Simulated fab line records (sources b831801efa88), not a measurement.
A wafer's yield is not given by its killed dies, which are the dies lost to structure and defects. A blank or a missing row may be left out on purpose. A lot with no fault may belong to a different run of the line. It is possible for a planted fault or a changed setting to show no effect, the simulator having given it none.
fab line records ; flow sky130 ; part 1 of 2: steps 1 to 29 of 42
[record] lots = 5; wafers = 15; lastDay = 50
route steps=708 shown VIA3@582 METAL4@598 CAP2M@603
lots untouched by any fault: they come from a run of this same line in which no faults occurred
startH: hours from the record's first day to the start of the lot's first wafer shown ; waitH: hours elapsed since this lot's preceding step ; " unchanged from the row above ; L1.1+2: a row that stands for several wafers ; - no value, or no start given ; * or withheld: withheld ; < > ~ a bound
route shown NAME@n: names a module that has steps shown in the file, with the first one's number in the route ; usual: mean/standard deviation taken from wafers without a fault ; same: alike in all rows ; chamber/n: place in a boat ; sites: each site's reading ; _std_site: standard deviation across them ; _edge_site: inner sites' mean taken away from outer sites' mean ; radiusMm: for every site, how far away it sits from the centre of the wafer ; mask NAME#n: copy n ; behind: the tool/chamber that last shaped the wafer ; hold: why the lot went on hold/how many hours it stayed there/how the hold came to an end ; device: the transistor (n, p or np) that didn't switch ; end of line: the same wafers' tests at the end of the route ; a step given without rows: its recipe and nothing more ; killed: count of dies lost to structure and defects at first sort (not the wafer's yield) ; map: dies across one wafer; x = killed, . = not, _ = none there
set.NAME: setting as actually run; set.NAME@STEP: the setting as run at that earlier step ; model.NAME: the simulator's own value behind a step, which no gauge read
lots at selected steps of the route; one table per step, one row per wafer
services: the hour from which a tool's chamber was out of use, counted from the record's first day as startH (under 0 if before that day), plus the number of hours and why
[[steps]]
[step SKY_VIA3_EXPOSE_09]
[recipe] maskId = VIM3; na = 0.8; sourceShape = annular; sigmaInner = 0.55; sigmaOuter = 0.85; targetCdNm = 200; doseMj = 38
lot.wafer;tool;chamber;startH;waitH;mask
L077.1+2+3;krfScanner-02;0;-;-;VIM3#0
L076.1+3+5;krfScanner-02;0;-;-;VIM3#0
L078.1+4+5;krfScanner-01;0;-;-;VIM3#0
L091.1+2+5;krfScanner-01;0;-;-;VIM3#0
L097.2+3+6;krfScanner-01;0;-;-;VIM3#0
[step SKY_VIA3_PEB_10]
[recipe] pebTempC = withheld; pebTimeS = withheld; resist = KrF-thick
lot.wafer;tool;chamber;startH;waitH
L077.1+2+3;lithoTrack-04;0;-;-
L076.1+3+5;lithoTrack-04;0;-;-
L078.1+4+5;lithoTrack-04;0;-;-
L091.1+2+5;lithoTrack-04;0;-;-
L097.2+3+6;lithoTrack-01;0;-;-
[step SKY_VIA3_DEVELOP_11]
[recipe] developTimeS = 60; resist = KrF-thick; devTempC = 21
lot.wafer;tool;chamber;startH;waitH
L077.1+2+3;lithoTrack-04;0;-;-
L076.1+3+5;lithoTrack-04;0;-;-
L078.1+4+5;lithoTrack-04;0;-;-
L091.1+2+5;lithoTrack-04;0;-;-
L097.2+3+6;lithoTrack-01;0;-;-
[step SKY_VIA3_CD_MEAS_12]
[recipe] targetCdNm = 200
[usual] cdNm = 200.1/1.6
lot.wafer;tool;chamber;startH;waitH;cdNm
L077.1;cdSem-02;-;945.92;-;201.0
L077.2;cdSem-02;-;945.92;-;200.1
L077.3;cdSem-02;-;945.92;-;198.8
L076.1;cdSem-02;-;947.52;-;198.2
L076.3;cdSem-02;-;947.52;-;197.7
L076.5;cdSem-02;-;947.52;-;197.4
L078.1;cdSem-02;-;950.42;-;201.2
L078.4;cdSem-02;-;950.42;-;199.5
L078.5;cdSem-02;-;950.42;-;199.3
L091.1;cdSem-02;-;1038.42;-;200.5
L091.2;cdSem-02;-;1038.42;-;202.0
L091.5;cdSem-02;-;1038.42;-;200.7
L097.2;cdSem-02;-;1075.74;-;198.2
L097.3;cdSem-02;-;1075.74;-;196.7
L097.6;cdSem-02;-;1075.74;-;197.5
[step SKY_VIA3_OVL_MEAS_13]
[usual] VIA3_OVL = 1/5
lot.wafer;tool;chamber;startH;waitH;VIA3_OVL[nm]
L077.1;overlay-01;-;946.04;0.1;-8
L077.2;overlay-01;-;946.04;0.1;1
L077.3;overlay-01;-;946.04;0.1;-5
L076.1;overlay-02;-;947.64;0.1;0
L076.3;overlay-02;-;947.64;0.1;-1
L076.5;overlay-02;-;947.64;0.1;8
L078.1;overlay-01;-;950.54;0.1;9
L078.4;overlay-01;-;950.54;0.1;4
L078.5;overlay-01;-;950.54;0.1;4
L091.1;overlay-02;-;1038.54;0.1;-3
L091.2;overlay-02;-;1038.54;0.1;-6
L091.5;overlay-02;-;1038.54;0.1;1
L097.2;overlay-02;-;1075.85;0.1;0
L097.3;overlay-02;-;1075.85;0.1;-3
L097.6;overlay-02;-;1075.85;0.1;-11
[step SKY_VIA3_ETCH_14]
[recipe] chemistry = N2/H2; target = BARC; ionEnergyEv = 206; sourceW = 500; biasW = 100; pressureMtorr = 30; n2FlowSccm = 100; h2FlowSccm = 200; stopOn = SiO2; timeS = 45.9; targetDepthA = 600
[usual] drypumpMotorCurrentA = 5.5/0.36; oesProductAu = 0.854/0.0054; throttleValvePct = 13.225/0.0096
lot.wafer;tool;chamber;startH;waitH;drypumpMotorCurrentA;oesProductAu;rfHoursCounterH;throttleValvePct
L077.1;rieDiel-03;1;946.07;0.0;5.8;0.842;17;13.221
L077.2;rieDiel-03;3;946.07;0.0;5.3;0.858;24;13.208
L077.3;rieDiel-03;0;946.07;0.0;6.0;0.848;13;13.234
L076.1;rieDiel-03;1;947.67;0.0;5.8;0.851;17;13.230
L076.3;rieDiel-03;3;947.67;0.0;5.3;0.855;24;13.227
L076.5;rieDiel-03;1;947.67;0.0;5.8;0.857;-;13.239
L078.1;rieDiel-01;2;950.57;0.0;4.9;0.854;26;13.237
L078.4;rieDiel-01;1;950.57;0.0;5.5;0.853;17;13.221
L078.5;rieDiel-01;0;950.57;0.0;5.4;0.847;-;13.208
L091.1;rieDiel-03;1;1038.57;0.0;5.8;0.847;20;13.229
L091.2;rieDiel-03;0;1038.57;0.0;6.1;0.850;15;13.207
L091.5;rieDiel-03;0;1038.57;0.0;6.1;0.850;-;13.236
L097.2;rieDiel-01;3;1075.88;0.0;5.7;0.862;26;13.214
L097.3;rieDiel-01;0;1075.88;0.0;5.4;0.858;20;13.218
L097.6;rieDiel-01;2;1075.88;0.0;4.9;0.861;-;13.229
[step SKY_VIA3_ETCH_15]
[recipe] target = SiO2; chemistry = C4F8/O2/Ar; targetDepthNm = 507; stopOn = TiN; maskMaterial = KrF-thick; sourceW = 1500; biasW = 1200; pressureMtorr = 40; c4f8FlowSccm = withheld; O2_flow_sccm = 6; Ar_flow_sccm = 300; timeS = 78
[usual] oesProductAu = 0.945/0.0048
lot.wafer;tool;chamber;startH;waitH;oesProductAu;rfHoursCounterH
L077.1;rieDiel-03;1;946.12;0.0;0.944;17
L077.2;rieDiel-03;3;946.12;0.0;0.946;24
L077.3;rieDiel-03;0;946.12;0.0;0.940;13
L076.1;rieDiel-03;1;947.72;0.0;0.944;17
L076.3;rieDiel-03;3;947.72;0.0;0.941;24
L076.5;rieDiel-03;1;947.72;0.0;0.940;-
L078.1;rieDiel-01;2;950.62;0.0;0.943;26
L078.4;rieDiel-01;1;950.62;0.0;0.954;17
L078.5;rieDiel-01;0;950.62;0.0;0.943;-
L091.1;rieDiel-03;1;1038.62;0.0;0.945;20
L091.2;rieDiel-03;0;1038.62;0.0;0.948;15
L091.5;rieDiel-03;0;1038.62;0.0;0.941;-
L097.2;rieDiel-01;3;1075.92;0.0;0.950;26
L097.3;rieDiel-01;0;1075.92;0.0;0.944;20
L097.6;rieDiel-01;2;1075.92;0.0;0.945;-
[step SKY_VIA3_STRIP_16]
[recipe] chemistry = O2/N2; powerW = 1400; pressureMtorr = 1500; platenTempC = withheld; o2FlowSccm = 3000; n2FlowSccm = 300; overashFraction = 0.5
[usual] drypumpMotorCurrentA = 5.9/0.64; oesProductAu = 0.401/0.0047; stripTimeToEndpointS = 4.118/0.028
lot.wafer;tool;chamber;startH;waitH;drypumpMotorCurrentA;oesProductAu;rfHoursCounterH;stripTimeToEndpointS
L077.1;plasmaAsher-01;0;946.18;0.0;5.0;0.407;46;4.139
L077.2;plasmaAsher-01;1;946.18;0.0;6.4;0.394;46;4.126
L077.3;plasmaAsher-01;0;946.18;0.0;5.0;0.400;-;4.070
L076.1;plasmaAsher-01;1;947.78;0.0;6.5;0.407;47;4.135
L076.3;plasmaAsher-01;1;947.78;0.0;6.4;0.398;-;4.121
L076.5;plasmaAsher-01;1;947.78;0.0;6.5;0.402;-;4.122
L078.1;plasmaAsher-01;0;950.68;0.0;5.0;0.406;47;4.125
L078.4;plasmaAsher-01;0;950.68;0.0;5.0;0.407;-;4.121
L078.5;plasmaAsher-01;0;950.68;0.0;5.0;0.408;-;4.094
L091.1;plasmaAsher-04;0;1038.68;0.0;5.5;0.400;93;4.133
L091.2;plasmaAsher-04;1;1038.68;0.0;5.4;0.402;93;4.065
L091.5;plasmaAsher-04;1;1038.68;0.0;5.4;0.388;-;4.061
L097.2;plasmaAsher-03;0;1075.98;0.0;6.6;0.398;34;4.102
L097.3;plasmaAsher-03;1;1075.98;0.0;6.3;0.396;-;4.106
L097.6;plasmaAsher-03;0;1075.98;0.0;6.6;0.404;-;4.122
[step SKY_VIA3_STRIP_17]
[recipe] chemistry = postEtchResidueRemover; timeS = 1200; tempC = 72.5
lot.wafer;tool;chamber;startH;waitH
L077.1+2+3;wetBench-02;2;946.28;0.1
L076.1+3+5;wetBench-03;0;947.88;0.1
L078.1+4+5;wetBench-02;2;950.78;0.1
L091.1+2+5;wetBench-02;3;1038.78;0.1
L097.2+3+6;wetBench-01;3;1076.08;0.1
[step SKY_VIA3_CLEAN_18]
[recipe] chemistry = IPA; timeS = 180; tempC = 25
lot.wafer;tool;chamber;startH;waitH
L077.1+2+3;wetBench-03;3;946.62;0.0
L076.1+3+5;wetBench-02;3;948.28;0.0
L078.1+4+5;wetBench-03;3;951.12;0.0
L091.1+2+5;wetBench-01;3;1039.12;0.0
L097.2+3+6;wetBench-02;3;1076.42;0.0
[step SKY_VIA3_CLEAN_19]
[recipe] chemistry = O3/DIW; dry = n2Spin
lot.wafer;tool;chamber;startH;waitH
L077.1+2+3;wetBench-02;1;946.69;0.0
L076.1+3+5;wetBench-01;3;948.34;0.0
L078.1+4+5;wetBench-02;1;951.19;0.0
L091.1+2+5;wetBench-03;3;1039.18;0.0
L097.2+3+6;wetBench-03;1;1076.48;0.0
[step SKY_VIA3_SPUTTER_20]
[recipe] material = TiN; targetThkNm = 20; chamberPressurePa = 5; powerW = 4000; timeS = 83.35
[usual] throttleValvePct = 30.1/1.2
lot.wafer;tool;chamber;startH;waitH;throttleValvePct
L077.1;pvdSputter-03;-;946.79;0.0;30.8
L077.2;pvdSputter-03;-;946.79;0.0;31.1
L077.3;pvdSputter-03;-;946.79;0.0;30.2
L076.1;pvdSputter-04;-;948.43;0.0;30.7
L076.3;pvdSputter-04;-;948.43;0.0;28.6
L076.5;pvdSputter-04;-;948.43;0.0;30.6
L078.1;pvdSputter-01;-;951.29;0.0;31.3
L078.4;pvdSputter-01;-;951.29;0.0;29.9
L078.5;pvdSputter-01;-;951.29;0.0;30.6
L091.1;pvdSputter-04;-;1039.28;0.0;30.6
L091.2;pvdSputter-04;-;1039.28;0.0;29.8
L091.5;pvdSputter-04;-;1039.28;0.0;31.2
L097.2;pvdSputter-03;-;1076.58;0.0;30.8
L097.3;pvdSputter-03;-;1076.58;0.0;27.7
L097.6;pvdSputter-03;-;1076.58;0.0;30.7
[step SKY_VIA3_CVD_21]
[recipe] material = W; targetThkNm = 390; timeS = 117.31; tempC = 400; pressureTorr = 40
[usual] heaterPowerW = 828/44
lot.wafer;tool;chamber;startH;waitH;heaterPowerW
L077.1;cvdW-02;1;946.85;0.0;829
L077.2;cvdW-02;0;946.85;0.0;892
L077.3;cvdW-02;1;946.85;0.0;812
L076.1;cvdW-01;1;948.49;0.0;795
L076.3;cvdW-01;0;948.49;0.0;799
L076.5;cvdW-01;0;948.49;0.0;790
L078.1;cvdW-01;1;951.35;0.0;789
L078.4;cvdW-01;1;951.35;0.0;794
L078.5;cvdW-01;0;951.35;0.0;821
L091.1;cvdW-02;1;1039.34;0.0;795
L091.2;cvdW-02;0;1039.34;0.0;895
L091.5;cvdW-02;1;1039.34;0.0;812
L097.2;cvdW-02;0;1076.64;0.0;906
L097.3;cvdW-02;0;1076.64;0.0;909
L097.6;cvdW-02;1;1076.64;0.0;806
[step SKY_VIA3_RS_MEAS_22]
[recipe] thkMeasGauge = four-point-probe; reads = W_of_VIA3_CVD_21+TiN_of_VIA3_SPUTTER_20
[usual] VIA3_W_RS = 0.295/0.0034
lot.wafer;tool;chamber;startH;waitH;VIA3_W_RS[ohm/sq]
L077.1;filmMetro-01;-;946.97;0.1;0.300
L077.2;filmMetro-01;-;946.97;0.1;0.299
L077.3;filmMetro-01;-;946.97;0.1;0.298
L076.1;filmMetro-02;-;948.62;0.1;0.293
L076.3;filmMetro-02;-;948.62;0.1;0.290
L076.5;filmMetro-02;-;948.62;0.1;0.291
L078.1;filmMetro-04;-;951.47;0.1;0.294
L078.4;filmMetro-04;-;951.47;0.1;0.294
L078.5;filmMetro-04;-;951.47;0.1;0.294
L091.1;filmMetro-02;-;1039.46;0.1;0.296
L091.2;filmMetro-02;-;1039.46;0.1;0.300
L091.5;filmMetro-02;-;1039.46;0.1;0.295
L097.2;filmMetro-04;-;1076.79;0.1;0.294
L097.3;filmMetro-04;-;1076.79;0.1;0.295
L097.6;filmMetro-04;-;1076.79;0.1;0.290
[step SKY_VIA3_THK_MEAS_23]
[recipe] thkMeasGauge = xrf; reads = W_of_VIA3_CVD_21
[usual] VIA3_W_THK = 388/5.1
lot.wafer;tool;chamber;startH;waitH;VIA3_W_THK[nm]
L077.1;filmMetro-01;-;947.09;0.1;377
L077.2;filmMetro-01;-;947.09;0.1;383
L077.3;filmMetro-01;-;947.09;0.1;379
L076.1;filmMetro-02;-;948.74;0.1;393
L076.3;filmMetro-02;-;948.74;0.1;399
L076.5;filmMetro-02;-;948.74;0.1;398
L078.1;filmMetro-04;-;951.59;0.1;388
L078.4;filmMetro-04;-;951.59;0.1;385
L078.5;filmMetro-04;-;951.59;0.1;384
L091.1;filmMetro-02;-;1039.58;0.1;392
L091.2;filmMetro-02;-;1039.58;0.1;386
L091.5;filmMetro-02;-;1039.58;0.1;393
L097.2;filmMetro-04;-;1076.90;0.1;383
L097.3;filmMetro-04;-;1076.90;0.1;382
L097.6;filmMetro-04;-;1076.90;0.1;386
[step SKY_VIA3_CMP_24]
[recipe] stopOn = SiO2; tOverpolishS = 20; downForcePsi = 3.5; platenRpm = 60; targetThkNm = 0; padVelocityMS = 0.94248
[usual] motorCurrentA = 11.3/1.6; overpolishRunS = 20.000/0.0089; timeToEndpointS = 94/5.5
lot.wafer;tool;chamber;startH;waitH;motorCurrentA;overpolishRunS;timeToEndpointS
L077.1;cmp-02;3;947.15;0.1;9.8;20.004;96
L077.2;cmp-02;0;947.15;0.1;15.0;20.015;94
L077.3;cmp-02;1;947.15;0.1;11.3;19.986;98
L076.1;cmp-01;1;948.90;0.1;11.7;19.991;90
L076.3;cmp-01;2;948.90;0.1;10.4;20.008;98
L076.5;cmp-01;3;948.90;0.1;10.8;20.003;96
L078.4;cmp-01;3;951.65;0.0;11.3;19.997;98
L078.1;cmp-01;1;951.65;0.0;11.2;19.989;88
L078.5;cmp-01;0;951.65;0.0;10.9;19.994;91
L091.1;cmp-01;2;1039.64;0.1;10.4;20.005;93
L091.2;cmp-01;3;1039.64;0.1;10.5;20.003;96
L091.5;cmp-01;3;1039.64;0.1;10.8;19.998;97
L097.3;cmp-02;0;1076.95;0.0;14.9;20.001;95
L097.2;cmp-02;3;1076.95;0.0;10.0;20.002;104
L097.6;cmp-02;1;1076.95;0.0;11.0;20.008;99
[step SKY_METAL4_SPUTTER_00]
[recipe] material = Ti; targetThkNm = 15; powerW = 3000; timeS = 10; chamberPressurePa = 0.4
[usual] throttleValvePct = 29.9/1
lot.wafer;tool;chamber;startH;waitH;throttleValvePct
L077.1;pvdSputter-04;-;947.45;0.2;29.6
L077.2;pvdSputter-04;-;947.45;0.2;30.4
L077.3;pvdSputter-04;-;947.45;0.2;28.9
L076.1;pvdSputter-03;-;949.10;0.1;30.4
L076.3;pvdSputter-03;-;949.10;0.1;31.3
L076.5;pvdSputter-03;-;949.10;0.1;30.7
L078.1;pvdSputter-04;-;951.95;0.1;31.5
L078.4;pvdSputter-04;-;951.95;0.1;28.6
L078.5;pvdSputter-04;-;951.95;0.1;31.3
L091.1;pvdSputter-03;-;1039.96;0.3;27.7
L091.2;pvdSputter-03;-;1039.96;0.3;31.2
L091.5;pvdSputter-03;-;1039.96;0.3;27.5
L097.2;pvdSputter-04;-;1077.25;0.1;30.7
L097.3;pvdSputter-04;-;1077.25;0.1;31.2
L097.6;pvdSputter-04;-;1077.25;0.1;29.5
[step SKY_METAL4_SPUTTER_01]
[recipe] material = TiN; targetThkNm = 20; powerW = 6500; timeS = 16.7; chamberPressurePa = 0.4
[usual] throttleValvePct = 29.9/1.1
lot.wafer;tool;chamber;startH;waitH;throttleValvePct
L077.1;pvdSputter-04;-;947.47;0.0;29.4
L077.2;pvdSputter-04;-;947.47;0.0;30.7
L077.3;pvdSputter-04;-;947.47;0.0;29.0
L076.1;pvdSputter-03;-;949.12;0.0;30.1
L076.3;pvdSputter-03;-;949.12;0.0;31.4
L076.5;pvdSputter-03;-;949.12;0.0;30.7
L078.1;pvdSputter-04;-;951.97;0.0;31.4
L078.4;pvdSputter-04;-;951.97;0.0;28.7
L078.5;pvdSputter-04;-;951.97;0.0;31.3
L091.1;pvdSputter-03;-;1039.99;0.0;27.8
L091.2;pvdSputter-03;-;1039.99;0.0;31.0
L091.5;pvdSputter-03;-;1039.99;0.0;27.7
L097.2;pvdSputter-04;-;1077.27;0.0;30.4
L097.3;pvdSputter-04;-;1077.27;0.0;31.6
L097.6;pvdSputter-04;-;1077.27;0.0;29.8
[step SKY_METAL4_SPUTTER_02]
[recipe] material = AlCu; targetThkNm = 735; powerW = 10600; timeS = 39.1; chamberPressurePa = 0.4
[usual] throttleValvePct = 29.9/1.1
lot.wafer;tool;chamber;startH;waitH;throttleValvePct
L077.1;pvdSputter-04;-;947.50;0.0;29.8
L077.2;pvdSputter-04;-;947.50;0.0;30.5
L077.3;pvdSputter-04;-;947.50;0.0;28.7
L076.1;pvdSputter-03;-;949.14;0.0;30.1
L076.3;pvdSputter-03;-;949.14;0.0;31.3
L076.5;pvdSputter-03;-;949.14;0.0;30.8
L078.1;pvdSputter-04;-;952.00;0.0;31.4
L078.4;pvdSputter-04;-;952.00;0.0;28.9
L078.5;pvdSputter-04;-;952.00;0.0;31.4
L091.1;pvdSputter-03;-;1040.01;0.0;27.6
L091.2;pvdSputter-03;-;1040.01;0.0;31.0
L091.5;pvdSputter-03;-;1040.01;0.0;27.7
L097.2;pvdSputter-04;-;1077.29;0.0;30.5
L097.3;pvdSputter-04;-;1077.29;0.0;31.2
L097.6;pvdSputter-04;-;1077.29;0.0;29.4
[step SKY_METAL4_SPUTTER_03]
[recipe] material = Ti; targetThkNm = 5; powerW = 3000; timeS = 3.3; chamberPressurePa = 0.4
[usual] throttleValvePct = 29.9/1.1
lot.wafer;tool;chamber;startH;waitH;throttleValvePct
L077.1;pvdSputter-04;-;947.54;0.0;29.5
L077.2;pvdSputter-04;-;947.54;0.0;30.6
L077.3;pvdSputter-04;-;947.54;0.0;28.7
L076.1;pvdSputter-03;-;949.18;0.0;30.5
L076.3;pvdSputter-03;-;949.18;0.0;31.1
L076.5;pvdSputter-03;-;949.18;0.0;30.8
L078.1;pvdSputter-04;-;952.04;0.0;31.4
L078.4;pvdSputter-04;-;952.04;0.0;28.7
L078.5;pvdSputter-04;-;952.04;0.0;31.4
L091.1;pvdSputter-03;-;1040.05;0.0;27.7
L091.2;pvdSputter-03;-;1040.05;0.0;31.1
L091.5;pvdSputter-03;-;1040.05;0.0;27.6
L097.2;pvdSputter-04;-;1077.33;0.0;30.9
L097.3;pvdSputter-04;-;1077.33;0.0;31.5
L097.6;pvdSputter-04;-;1077.33;0.0;29.6
[step SKY_METAL4_SPUTTER_04]
[recipe] material = TiN; targetThkNm = 70; powerW = 6500; timeS = 58.3; chamberPressurePa = 0.4
[usual] throttleValvePct = 29.9/1.1
lot.wafer;tool;chamber;startH;waitH;throttleValvePct
L077.1;pvdSputter-04;-;947.55;0.0;29.7
L077.2;pvdSputter-04;-;947.55;0.0;30.6
L077.3;pvdSputter-04;-;947.55;0.0;28.8
L076.1;pvdSputter-03;-;949.20;0.0;30.2
L076.3;pvdSputter-03;-;949.20;0.0;31.3
L076.5;pvdSputter-03;-;949.20;0.0;30.8
L078.1;pvdSputter-04;-;952.06;0.0;31.4
L078.4;pvdSputter-04;-;952.06;0.0;28.6
L078.5;pvdSputter-04;-;952.06;0.0;31.5
L091.1;pvdSputter-03;-;1040.07;0.0;28.0
L091.2;pvdSputter-03;-;1040.07;0.0;31.4
L091.5;pvdSputter-03;-;1040.07;0.0;27.7
L097.2;pvdSputter-04;-;1077.35;0.0;30.4
L097.3;pvdSputter-04;-;1077.35;0.0;31.5
L097.6;pvdSputter-04;-;1077.35;0.0;29.7
[step SKY_CAP2M_CVD_00]
[recipe] material = SiO2; targetThkNm = 15.5; tempC = 400; timeS = withheld; rfW = 450
[usual] heaterPowerW = 709/75
lot.wafer;tool;chamber;startH;waitH;heaterPowerW
L077.1;pecvd-01;1;947.60;0.0;756
L077.2;pecvd-01;0;947.60;0.0;787
L077.3;pecvd-01;2;947.60;0.0;654
L076.1;pecvd-03;0;949.25;0.0;620
L076.3;pecvd-03;2;949.25;0.0;615
L076.5;pecvd-03;1;949.25;0.0;727
L078.1;pecvd-04;2;952.11;0.0;744
L078.4;pecvd-04;0;952.11;0.0;849
L078.5;pecvd-04;2;952.11;0.0;743
L091.1;pecvd-04;0;1040.12;0.0;771
L091.2;pecvd-04;1;1040.12;0.0;703
L091.5;pecvd-04;0;1040.12;0.0;793
L097.2;pecvd-01;0;1077.40;0.0;714
L097.3;pecvd-01;1;1077.40;0.0;830
L097.6;pecvd-01;1;1077.40;0.0;804
[step SKY_CAP2M_THK_MEAS_01]
[recipe] reads = SiO2_of_CAP2M_CVD_00
[usual] CAP2M_CVD_00_THK = 15.42/0.23
lot.wafer;tool;chamber;startH;waitH;CAP2M_CVD_00_THK[nm]
L077.1;filmMetro-01;-;947.62;-;15.33
L077.2;filmMetro-01;-;947.62;-;15.46
L077.3;filmMetro-01;-;947.62;-;15.08
L076.1;filmMetro-04;-;949.27;-;15.79
L076.3;filmMetro-04;-;949.27;-;15.47
L076.5;filmMetro-04;-;949.27;-;15.74
L078.1;filmMetro-04;-;952.13;-;15.00
L078.4;filmMetro-04;-;952.13;-;15.45
L078.5;filmMetro-04;-;952.13;-;15.61
L091.1;filmMetro-03;-;1040.14;-;15.19
L091.2;filmMetro-03;-;1040.14;-;15.09
L091.5;filmMetro-03;-;1040.14;-;15.35
L097.2;filmMetro-01;-;1077.43;-;15.15
L097.3;filmMetro-01;-;1077.43;-;15.43
L097.6;filmMetro-01;-;1077.43;-;15.59
[step SKY_CAP2M_SPUTTER_02]
[recipe] material = TiN; targetThkNm = 200; tempC = 300; powerW = 6500; timeS = 166.7; chamberPressurePa = 0.4
[usual] throttleValvePct = 30.0/1
lot.wafer;tool;chamber;startH;waitH;throttleValvePct
L077.1;pvdSputter-03;-;947.68;0.1;30.0
L077.2;pvdSputter-03;-;947.68;0.1;31.2
L077.3;pvdSputter-03;-;947.68;0.1;27.8
L076.1;pvdSputter-02;-;949.33;0.1;29.3
L076.3;pvdSputter-02;-;949.33;0.1;29.8
L076.5;pvdSputter-02;-;949.33;0.1;29.3
L078.1;pvdSputter-03;-;952.19;0.1;30.6
L078.4;pvdSputter-03;-;952.19;0.1;30.9
L078.5;pvdSputter-03;-;952.19;0.1;31.3
L091.1;pvdSputter-02;-;1040.20;0.1;29.2
L091.2;pvdSputter-02;-;1040.20;0.1;29.4
L091.5;pvdSputter-02;-;1040.20;0.1;29.9
L097.2;pvdSputter-03;-;1077.48;0.0;31.3
L097.3;pvdSputter-03;-;1077.48;0.0;30.4
L097.6;pvdSputter-03;-;1077.48;0.0;30.6
[step SKY_CAP2M_RS_MEAS_03]
[recipe] thkMeasGauge = four-point-probe; reads = TiN_of_CAP2M_SPUTTER_02
[usual] CAP2M_TIN_RS = 6.92/0.092
lot.wafer;tool;chamber;startH;waitH;CAP2M_TIN_RS[ohm/sq]
L077.1;filmMetro-03;-;947.79;0.1;6.96
L077.2;filmMetro-03;-;947.79;0.1;6.99
L077.3;filmMetro-03;-;947.79;0.1;7.08
L076.1;filmMetro-03;-;949.44;0.1;6.97
L076.3;filmMetro-03;-;949.44;0.1;7.07
L076.5;filmMetro-03;-;949.44;0.1;7.04
L078.1;filmMetro-04;-;952.30;0.1;7.14
L078.4;filmMetro-04;-;952.30;0.1;7.09
L078.5;filmMetro-04;-;952.30;0.1;6.98
L091.1;filmMetro-04;-;1040.31;0.1;6.85
L091.2;filmMetro-04;-;1040.31;0.1;6.90
L091.5;filmMetro-04;-;1040.31;0.1;6.87
L097.2;filmMetro-04;-;1077.61;0.1;6.79
L097.3;filmMetro-04;-;1077.61;0.1;6.80
L097.6;filmMetro-04;-;1077.61;0.1;6.88
[step SKY_CAP2M_THK_MEAS_04]
[recipe] thkMeasGauge = xrf; reads = TiN_of_CAP2M_SPUTTER_02
[usual] CAP2M_TIN_THK = 199.4/2.7
lot.wafer;tool;chamber;startH;waitH;CAP2M_TIN_THK[nm]
L077.1;filmMetro-03;-;947.91;0.1;198.5
L077.2;filmMetro-03;-;947.91;0.1;198.5
L077.3;filmMetro-03;-;947.91;0.1;196.4
L076.1;filmMetro-03;-;949.56;0.1;198.8
L076.3;filmMetro-03;-;949.56;0.1;195.4
L076.5;filmMetro-03;-;949.56;0.1;196.1
L078.1;filmMetro-04;-;952.42;0.1;192.9
L078.4;filmMetro-04;-;952.42;0.1;194.4
L078.5;filmMetro-04;-;952.42;0.1;196.5
L091.1;filmMetro-04;-;1040.43;0.1;200.0
L091.2;filmMetro-04;-;1040.43;0.1;199.3
L091.5;filmMetro-04;-;1040.43;0.1;199.5
L097.2;filmMetro-04;-;1077.72;0.1;202.4
L097.3;filmMetro-04;-;1077.72;0.1;201.3
L097.6;filmMetro-04;-;1077.72;0.1;199.6
[step SKY_CAP2M_DEHYDRATE_05]
[recipe] tempC = 200; timeS = 60
lot.wafer;tool;chamber;startH;waitH
L077.1+2+3;lithoTrack-03;0;959.77;11.8
L076.1+3+5;lithoTrack-01;0;961.27;11.7
L078.1+4+5;lithoTrack-03;0;964.47;12.0
L091.1+2+5;lithoTrack-03;0;1050.62;10.2
L097.2+3+6;lithoTrack-01;0;1087.60;9.9
[step SKY_CAP2M_HMDS_06]
[recipe] primeTimeS = 60; primeTempC = 120
lot.wafer;tool;chamber;startH;waitH
L077.1+2+3;lithoTrack-03;0;959.92;0.1
L076.1+3+5;lithoTrack-01;0;961.42;0.1
L078.1+4+5;lithoTrack-03;0;964.62;0.1
L091.1+2+5;lithoTrack-03;0;1050.77;0.1
L097.2+3+6;lithoTrack-01;0;1087.75;0.1
[step SKY_CAP2M_COAT_07]
[recipe] resist = NOVOLAK; spinRpm = 3000; resistThkNm = 1140
lot.wafer;tool;chamber;startH;waitH
L077.1+2+3;lithoTrack-03;0;960.07;0.1
L076.1+3+5;lithoTrack-01;0;961.57;0.1
L078.1+4+5;lithoTrack-03;0;964.77;0.1
L091.1+2+5;lithoTrack-03;0;1050.92;0.1
L097.2+3+6;lithoTrack-01;0;1087.90;0.1
